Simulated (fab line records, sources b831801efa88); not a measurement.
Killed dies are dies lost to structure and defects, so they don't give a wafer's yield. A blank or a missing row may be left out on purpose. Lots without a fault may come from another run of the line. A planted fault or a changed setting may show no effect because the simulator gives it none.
One fault seen from 2 desks | flow gf180mcu | each desk has only its own numbers; what lay behind them comes last

THE METROLOGY DESK
What the gauges read, lot by lot, whatever tool the lot ran on: means of the sampled wafers that have a number. A lot is out of limits, marked OUT, if its mean lies more than 4 standard deviations from the usual mean; the brackets give that distance.
Columns: A = cd_nm at GF_NSD_CD_MEAS_07, usual 400.7 nm; B = NSD_TW at GF_NSD_TW_MEAS_12, usual 4284
lot  | first seen here | A     | B
L307 | day 13 09:24    | 399.6 | 4260
L308 | day 13 15:16    | 401.7 | 4328
L309 | day 14 01:07    | 399.9 | 4270
L311 | day 14 19:01    | 399.9 | 4269
L315 | day 16 08:54    | 401.6 | 4279
L322 | day 18 16:46    | 397.3 | 4275
L324 | day 19 05:47    | 401.3 | 4307
L325 | day 19 11:28    | 401.2 | 4287
L326 | day 19 23:19    | 400.3 | 4307
L327 | day 20 10:43    | 398.6 | 4286
L328 | day 20 16:02    | 403.3 | 4283
L329 | day 20 19:52    | 401.3 | 4287
L330 | day 21 05:23    | 404.3 | 4261
This desk's finding: nothing out of limits on any of the 13 lots.

THE TOOL OWNER'S DESK: wet_bench-03
The tool's own readings at GF_SAB_WET_ETCH_12 (etches SiO2 in dHF, target depth 22 nm, time 440 s): means of the sampled wafers that have a number, for each lot that ran on this tool. A lot is out of limits, marked OUT, if its mean lies more than 4 standard deviations from the usual mean; the brackets give that distance.
Columns: A = run_length_s at GF_SAB_WET_ETCH_12, usual 468 s
lot  | first seen here | A
L309 | day 15 20:59    | 472
L311 | day 16 16:10    | 473
L315 | day 18 06:58    | 231 (-66) OUT
L326 | day 21 23:47    | 465
L330 | day 23 05:35    | 467
This desk's finding: out of limits on L315; first on L315, day 18 06:58 (run_length_s at GF_SAB_WET_ETCH_12). In limits: L309, L311, L326, L330.

PUT TOGETHER
The tool owner's desk could have raised an alarm at day 18 06:58, on L315.
The metrology desk saw nothing out of limits.
The metrology desk has L315 on record, within its limits.
Of the lots named, all ran GF_SAB_WET_ETCH_12 on wet_bench-03.

WHAT THE SIMULATOR HAD PUT IN
Process parameter drift: wet_bench-03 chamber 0, from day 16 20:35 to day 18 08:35, at GF_SAB_WET_ETCH_12. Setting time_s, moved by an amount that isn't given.
Lots struck among those shown: L315.
Hours from the fault's start to each desk's first reading out of limits: the tool owner's desk, 34.
